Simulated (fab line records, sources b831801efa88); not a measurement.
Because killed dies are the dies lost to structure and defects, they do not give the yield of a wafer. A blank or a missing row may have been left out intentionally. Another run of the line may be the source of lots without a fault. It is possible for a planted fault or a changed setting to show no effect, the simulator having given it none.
Check for tools in common ; flow gf180mcu ; 42 wafers sampled across 13 lots

## REASON FOR OPENING
GF_CONTACT_THK_MEAS_03, reading CONTACT_CVD_02_THK: flagged on 2 of 13 lots. No-fault wafers: 861 nm, standard deviation 11.
Rule: a lot gets a flag if all its wafers with a number sit over 4 standard deviations from that mean, or if no wafer of it has a number. All remaining lots are regarded as sound.

lot;measured;on;CONTACT_CVD_02_THK (nm), wafer by wafer;flag
L941;day 15 06:06;film metro-01;850 858;
L949;day 18 00:40;film metro-03;842 848 845;
L948;day 18 00:58;film metro-02;855 876 864;
L951;day 18 21:41;film metro-02;1026 1026 1041 1026 1027 1040;FLAGGED
L952;day 19 08:34;film metro-02;1023 1034 1032 1022 1035 1032;FLAGGED
L954;day 19 20:02;film metro-03;852 878 884;
L956;day 20 10:24;film metro-02;836 849 869;
L958;day 21 05:39;film metro-02;859 873 871;
L959;day 21 14:50;film metro-01;854 863 870;
L961;day 22 07:27;film metro-02;858 882;
L962;day 22 10:25;film metro-01;864 878 871;
L963;day 22 22:20;film metro-01;866 858;
L964;day 23 05:07;film metro-02;846 863 857;
Average over the flagged lots: 1030 nm; offset from the usual +169 nm, equal to +15 standard deviations.

## WHICH TOOL RAN EACH LOT
The record keeps 1 process step preceding the reading, out of 602 steps on the route. Read each cell as the tool, then ch plus the chambers that the sampled wafers visited, then the start.
lot;flag;GF_CONTACT_CVD_02
L941;;pecvd-03 ch 0,2, day 15 06:02
L949;;pecvd-03 ch 1,2, day 18 00:35
L948;;pecvd-04 ch 0,1, day 18 00:54
L951;FLAGGED;pecvd-03 ch 0,1, day 18 21:37
L952;FLAGGED;pecvd-03 ch 0,2, day 19 08:29
L954;;pecvd-04 ch 1,2, day 19 19:58
L956;;pecvd-02 ch 0,1, day 20 10:20
L958;;pecvd-04 ch 0,1, day 21 05:35
L959;;pecvd-02 ch 0,1, day 21 14:45
L961;;pecvd-02 ch 0,2, day 22 07:23
L962;;pecvd-02 ch 0,1,2, day 22 10:20
L963;;pecvd-03 ch 0,1, day 22 22:16
L964;;pecvd-03 ch 0,1, day 23 05:02
These steps, and what they do:
- GF_CONTACT_CVD_02: deposits SiO2 from TEOS, target thk 860 nm, time 95.992 s.
- GF_CONTACT_THK_MEAS_03

## FLAGGED OVER TOTAL, TOOL BY TOOL (the gauges that took the reading come last)
step;tool;lots run;flagged;share of the flagged lots;sound lots run after its first flagged lot
GF_CONTACT_CVD_02;pecvd-02;4;0;none;-
GF_CONTACT_CVD_02;pecvd-03;6;2;all;2 (L963,L964)
GF_CONTACT_CVD_02;pecvd-04;3;0;none;-
GF_CONTACT_THK_MEAS_03;film metro-01;4;0;none;-
GF_CONTACT_THK_MEAS_03;film metro-02;7;2;all;4 (L956,L958,L961,L964)
GF_CONTACT_THK_MEAS_03;film metro-03;2;0;none;-

## WHAT THE TABLE PERMITS
In 2 table rows, all flagged lots were run: pecvd-03 (GF_CONTACT_CVD_02), film metro-02 (GF_CONTACT_THK_MEAS_03).
- pecvd-03 at GF_CONTACT_CVD_02: 2 of its 6 lots flagged. Sound lots ran on it after the first flagged one (L963, L964), which a lasting fault on the whole tool wouldn't allow.
- film metro-02 at GF_CONTACT_THK_MEAS_03: 2 of its 7 lots flagged. Sound lots ran on it after the first flagged one (L956, L958, L961, L964), which a lasting fault on the whole tool wouldn't allow.
None of the table's rows ran every flagged lot and, after the first, no sound lot.

## WHAT THE SIMULATOR PUT IN
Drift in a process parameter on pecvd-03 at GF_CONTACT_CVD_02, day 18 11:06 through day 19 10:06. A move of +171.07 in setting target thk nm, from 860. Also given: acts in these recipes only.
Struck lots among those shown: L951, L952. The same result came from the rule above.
